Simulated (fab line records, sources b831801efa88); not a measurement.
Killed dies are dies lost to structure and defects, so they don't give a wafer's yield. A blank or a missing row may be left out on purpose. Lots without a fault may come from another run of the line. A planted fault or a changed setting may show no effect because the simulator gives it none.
Problem report in the 8D (eight disciplines) form, filled by code | flow sky130 | the parts of the form that need people (team, actions taken, sign-off) are left out

1. THE PROBLEM
spin_speed_rpm at SKY_RES_PROTECT_COAT_02 reads a mean of 2882.4 rpm on 6 wafers of 2 lots; wafers without a fault read 2999.9 rpm with a standard deviation of 1.8. That is -65 standard deviations from the usual mean.
The step: resist thk 1140 nm.
First seen on wafer L172.1, day 21 06:11, on litho_track-03. The record holds 33 wafers of 11 lots with a number at this step. Rule for "out", or "out of limits": more than 4 standard deviations from the usual mean. The other wafers with a number count as sound.

2. WHAT IT IS AND WHAT IT IS NOT
question                    | is                     | is not
which readings at this step | spin_speed_rpm         | chill_plate_temp_C
which lots                  | L172, L175             | L154, L155, L158, L159, L160, L164, L165, L167, L176
which wafers of those lots  | all that have a number | -
read on which tools         | litho_track-03         | litho_track-01, litho_track-04
when                        | from day 21 06:11      | up to then (24 sound wafers); but 3 sound wafers of L176 came after

3. SUSPECTS, AND WHAT RULES EACH OUT
Counting: a tool at a process step up to the reading stays a suspect if it ran every lot that is out and no sound lot after the first of them.
- litho_track-03 at SKY_RES_PROTECT_COAT_02 (resist thk 1140 nm): kept. It ran every lot that is out, first L172 (day 21 06:11), and no sound lot after that; its last sound lot up to then is L165 (day 19 01:17). Its own readings are out on those wafers: spin_speed_rpm.
Left after counting: litho_track-03 at SKY_RES_PROTECT_COAT_02.

4. THE CAUSE (what the simulator had put in)
Process parameter drift: litho_track-03, from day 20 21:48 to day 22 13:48, at SKY_RES_PROTECT_COAT_02. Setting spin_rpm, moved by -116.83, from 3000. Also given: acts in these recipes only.
Counting left only this tool.

5. THE CHAIN OF EFFECTS, in route order
Each row: a reading whose mean over the struck wafers that have a number lies more than 3 standard deviations from the usual. Only readings for which the record gives a usual standard deviation are gone through. hours: the time from each lot's start at the first step in this table that gives one to its start at this step, as a median over the lots. sigmas: the change in usual standard deviations.
hours | step                     | reading                  | usual      | on struck wafers | change | sigmas
0     | SKY_RES_PROTECT_COAT_02  | spin_speed_rpm           | 2999.9 rpm | 2882.4           | -117.5 | -65
15    | SKY_RES_PROTECT_STRIP_07 | strip_time_to_endpoint_s | 23.28 s    | 23.49            | +0.21  | +4.6
The process steps in it:
- SKY_RES_PROTECT_COAT_02: resist thk 1140 nm.
- SKY_RES_PROTECT_STRIP_07: strips in O2/N2.

6. WHAT WOULD HAVE CAUGHT IT SOONER
In this record the first reading out of limits was taken at day 21 06:11, 8 hours after the fault began at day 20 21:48.
